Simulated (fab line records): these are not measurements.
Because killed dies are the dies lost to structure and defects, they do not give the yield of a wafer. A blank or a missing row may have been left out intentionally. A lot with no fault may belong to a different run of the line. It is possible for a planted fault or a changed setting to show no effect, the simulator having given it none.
Which of the tools did it? | flow gf180mcu | 14 lots, 42 wafers sampled, at 4 steps of a route of 602

WHAT EACH GAUGE READ, for each wafer
GF_M2_CD_MEAS_14: target cd 280 nm. Usual: cd nm reads 279.5 nm (standard deviation 1.2).
lot  | measured     | on        | cd nm (nm)        | flag
L577 | day 19 23:54 | cd sem-01 | 280.1 279.3 278.9 |
L579 | day 20 16:47 | cd sem-02 | 280.1 279.9 280.8 |
L581 | day 21 15:14 | cd sem-02 | 278.0 277.6 277.8 |
L582 | day 21 15:35 | cd sem-01 | 279.5 277.8 278.8 |
L583 | day 22 04:27 | cd sem-02 | 280.1 280.3 281.3 |
L584 | day 22 21:36 | cd sem-02 | 279.5 279.5 280.0 |
L585 | day 22 23:08 | cd sem-02 | 277.7 279.0 278.3 |
L587 | day 23 12:42 | cd sem-01 | 277.9 278.9 278.0 |
L588 | day 23 15:01 | cd sem-02 | 280.7 280.5 281.3 |
L589 | day 24 10:45 | cd sem-01 | 280.9 280.8 281.8 |
L592 | day 25 00:11 | cd sem-02 | 277.5 277.9 276.7 |
L593 | day 25 04:27 | cd sem-01 | 279.7 279.7 278.3 |
L595 | day 26 01:55 | cd sem-01 | 281.0 279.3 279.9 |
L598 | day 26 13:54 | cd sem-02 | 280.6 281.0 281.4 |

GF_M2_OVL_MEAS_15. Usual: M2_OVL 1 nm, standard deviation 6.
lot  | measured     | on         | M2_OVL (nm) | flag
L577 | day 20 00:00 | overlay-01 | -1 -1 -9    |
L579 | day 20 16:54 | overlay-01 | 0 -3 -5     |
L581 | day 21 15:21 | overlay-01 | 0 3 1       |
L582 | day 21 15:42 | overlay-02 | 4 3 -6      |
L583 | day 22 04:33 | overlay-01 | -8 3 -3     |
L584 | day 22 21:43 | overlay-01 | -8 -2 -1    |
L585 | day 22 23:14 | overlay-02 | 6 -6 2      |
L587 | day 23 12:49 | overlay-01 | 3 0 1       |
L588 | day 23 15:08 | overlay-01 | -10 -13 -9  |
L589 | day 24 10:52 | overlay-01 | 17 9 16     |
L592 | day 25 00:16 | overlay-02 | -2 -2 0     |
L593 | day 25 04:33 | overlay-01 | -3 -8 -3    |
L595 | day 26 02:01 | overlay-02 | 1 -2 -10    |
L598 | day 26 14:00 | overlay-02 | 9 3 11      |

GF_V2_OVL_MEAS_15. Usual: V2_OVL -1 nm, standard deviation 5.7.
lot  | measured     | on         | V2_OVL (nm) | flag
L577 | day 21 00:37 | overlay-01 | 9 -2 -2     |
L579 | day 21 17:37 | overlay-02 | -12 -14 -10 |
L581 | day 22 15:58 | overlay-02 | 1 -5 -1     |
L582 | day 22 16:39 | overlay-01 | -3 3 1      |
L583 | day 23 05:16 | overlay-02 | 0 -1 -1     |
L584 | day 23 21:19 | overlay-01 | 1 3 -1      |
L585 | day 23 23:25 | overlay-01 | 6 7 2       |
L587 | day 24 11:52 | overlay-01 | -3 -6 -1    |
L588 | day 24 13:55 | overlay-01 | - - -       | OFF
L589 | day 25 09:10 | overlay-02 | - - -       | OFF
L592 | day 25 23:02 | overlay-01 | 1 -1 -8     |
L593 | day 26 02:47 | overlay-01 | 12 4 4      |
L595 | day 26 23:47 | overlay-01 | -5 -12 -6   |
L598 | day 27 11:49 | overlay-01 | 4 -3 5      |

TOOL THAT RAN EACH LOT (tool first, then ch and the chambers of the sampled wafers, then the start)
lot  | GF_V2_EXPOSE_11
L577 | krf scanner-01 ch 0, day 20 13:21
L579 | krf scanner-02 ch 0, day 21 05:25
L581 | krf scanner-02 ch 0, day 22 04:11
L582 | krf scanner-01 ch 0, day 22 04:35
L583 | krf scanner-02 ch 0, day 22 18:44
L584 | krf scanner-02 ch 0, day 23 09:59
L585 | krf scanner-01 ch 0, day 23 12:06
L587 | krf scanner-02 ch 0, day 24 01:34
L588 | krf scanner-02, day 24 03:21
L589 | krf scanner-01, day 24 23:01
L592 | krf scanner-01 ch 0, day 25 12:40
L593 | krf scanner-01 ch 0, day 25 16:48
L595 | krf scanner-02 ch 0, day 26 14:16
L598 | krf scanner-01 ch 0, day 27 01:23
- GF_V2_EXPOSE_11: exposes mask Via2, target cd 260 nm.

AS READ BY THE TOOLS THEMSELVES (means over the sampled wafers that have a number; for cases with no such wafer, the mark the record gives instead)
GF_V2_EXPOSE_11. Usual: exposure dose mJ cm2 38.05, standard deviation 0.17; focus offset nm 0.1 nm, standard deviation 0.52.
lot  | tool           | exposure dose mJ cm2 | focus offset nm (nm) | flag
L577 | krf scanner-01 | 38.28                | -0.2                 |
L579 | krf scanner-02 | 37.92                | -0.2                 |
L581 | krf scanner-02 | 37.90                | 0.3                  |
L582 | krf scanner-01 | 38.24                | 0.1                  |
L583 | krf scanner-02 | 37.94                | -0.0                 |
L584 | krf scanner-02 | 37.93                | 0.2                  |
L585 | krf scanner-01 | 38.22                | 0.0                  |
L587 | krf scanner-02 | 37.85                | 0.5                  |
L588 | krf scanner-02 | -                    | -                    | OFF
L589 | krf scanner-01 | -                    | -                    | OFF
L592 | krf scanner-01 | 38.28                | 1.0                  |
L593 | krf scanner-01 | 38.25                | 0.1                  |
L595 | krf scanner-02 | 37.93                | 0.1                  |
L598 | krf scanner-01 | 38.25                | 0.5                  |

THE ANSWER, worked out from the rows above alone
Rule: a lot is off if the mean of its wafers that have a number lies more than 3 standard deviations from the usual mean. A lot without any number at a reading at which 4 lots or more have one is off too. All remaining lots with rows at the step are treated as sound. Order of review: gauges by route order, followed by the tools' own readings, for which a lot's mean as printed above is used. The first step at which some lot is off is used, and at that step the reading that is off furthest; a lot without a number counts as furthest.
Off: L588, L589, seen at GF_V2_OVL_MEAS_15 (V2_OVL). Without a number there: L588, L589.
If a tool, at a process step before that reading, ran all the lots that are off and no sound lot after the first of them, it fits. Not tried: the gauges at GF_V2_OVL_MEAS_15; whatever is off there is also off at GF_V2_EXPOSE_11, on other tools, and gauge error can't account for it. Not one of the candidates tried fits.

WHAT HAD BEEN PUT IN BY THE SIMULATOR
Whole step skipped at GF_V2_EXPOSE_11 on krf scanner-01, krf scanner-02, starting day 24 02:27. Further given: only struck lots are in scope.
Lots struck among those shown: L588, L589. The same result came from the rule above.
